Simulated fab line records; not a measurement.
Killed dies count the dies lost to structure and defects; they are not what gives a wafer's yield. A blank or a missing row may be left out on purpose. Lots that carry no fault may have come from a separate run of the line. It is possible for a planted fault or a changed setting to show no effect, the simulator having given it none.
Which tool did it? + flow gf180mcu + 11 lots, 33 wafers sampled, at 2 steps of a route of 602

== WHAT THE GAUGES READ, wafer by wafer ==
GF_M2_RS_MEAS_05: measurement is done with a four-point probe.
| lot  | measured     | on            | M2_ALCU_RS (ohm/sq)                       |
|------|--------------|---------------|-------------------------------------------|
| L311 | day 18 18:43 | film metro-03 | 0.0681 0.0676 0.0679                      |
| L312 | day 19 05:24 | film metro-03 | 0.0680 0.0680 0.0678                      |
| L317 | day 20 17:14 | film metro-02 | 0.1016 0.1023 0.1015 0.1017 0.1026 0.1016 |
| L318 | day 21 08:16 | film metro-02 | 0.0993 0.0999 0.1009 0.0992 0.0998 0.1010 |
| L323 | day 23 02:58 | film metro-03 | 0.0671 0.0665 0.0666                      |
| L324 | day 23 10:14 | film metro-02 | 0.0664 0.0664 0.0657                      |
| L325 | day 23 17:54 | film metro-03 | 0.0664 0.0669 0.0673                      |
| L328 | day 24 21:10 | film metro-02 | 0.0660 0.0675 0.0662                      |
| L329 | day 25 02:01 | film metro-04 | 0.0668 0.0681 0.0668                      |
| L330 | day 25 06:16 | film metro-03 | 0.0677 0.0674 0.0665                      |
| L332 | day 25 23:08 | film metro-03 | 0.0663 0.0669 0.0660                      |

== EACH LOT AND THE TOOL THAT RAN IT (in order: tool; ch and the chambers of the sampled wafers; start) ==
| lot  | GF_M2_SPUTTER_02             |
|------|------------------------------|
| L311 | pvd sputter-04, day 18 18:38 |
| L312 | pvd sputter-02, day 19 05:19 |
| L317 | pvd sputter-02, day 20 17:08 |
| L318 | pvd sputter-02, day 21 08:08 |
| L323 | pvd sputter-04, day 23 02:51 |
| L324 | pvd sputter-01, day 23 10:08 |
| L325 | pvd sputter-04, day 23 17:49 |
| L328 | pvd sputter-04, day 24 21:05 |
| L329 | pvd sputter-04, day 25 01:56 |
| L330 | pvd sputter-04, day 25 06:11 |
| L332 | pvd sputter-04, day 25 23:02 |
- GF_M2_SPUTTER_02: material AlCu, target thk 450 nm, time 23.9 s.

== THE ANSWER, worked out from the rows above alone ==
Rule: usual is defined by the lots themselves. Put in order of their means at a reading, lots are off if they are a third of the lots or fewer, leave a main group of 4 or more, and stand apart from it by a gap of 3 or more times the standard deviation of the main group's means; of several such gaps the widest counts. The tables above print the reading to a certain number of digits; a main group whose means all agree to those digits is not used. A lot without any number at a reading at which 4 lots or more have one is off too. The other lots that the step has rows for count as sound.
Off: at GF_M2_RS_MEAS_05 (M2_ALCU_RS), L317, L318. For the main group the mean is 0.0670 ohm/sq and the standard deviation 0.00058.
A tool fits if, at a process step before that reading, it ran every lot that is off, and no sound lot after the first of them. Gauges at GF_M2_RS_MEAS_05: tried the same way as those tools. One fits: pvd sputter-02 at GF_M2_SPUTTER_02. A fault onset in the window from L312 (day 19 05:19, its last sound lot) to L317 (day 20 17:08, its first lot off) fits.

== WHAT HAD BEEN PUT IN BY THE SIMULATOR ==
Site profile drift: pvd sputter-02, from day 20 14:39 on, at GF_M2_SPUTTER_02. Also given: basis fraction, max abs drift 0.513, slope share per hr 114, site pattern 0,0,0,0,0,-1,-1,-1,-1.
Struck lots among those shown: L317, L318. This agrees with what the rule above found.
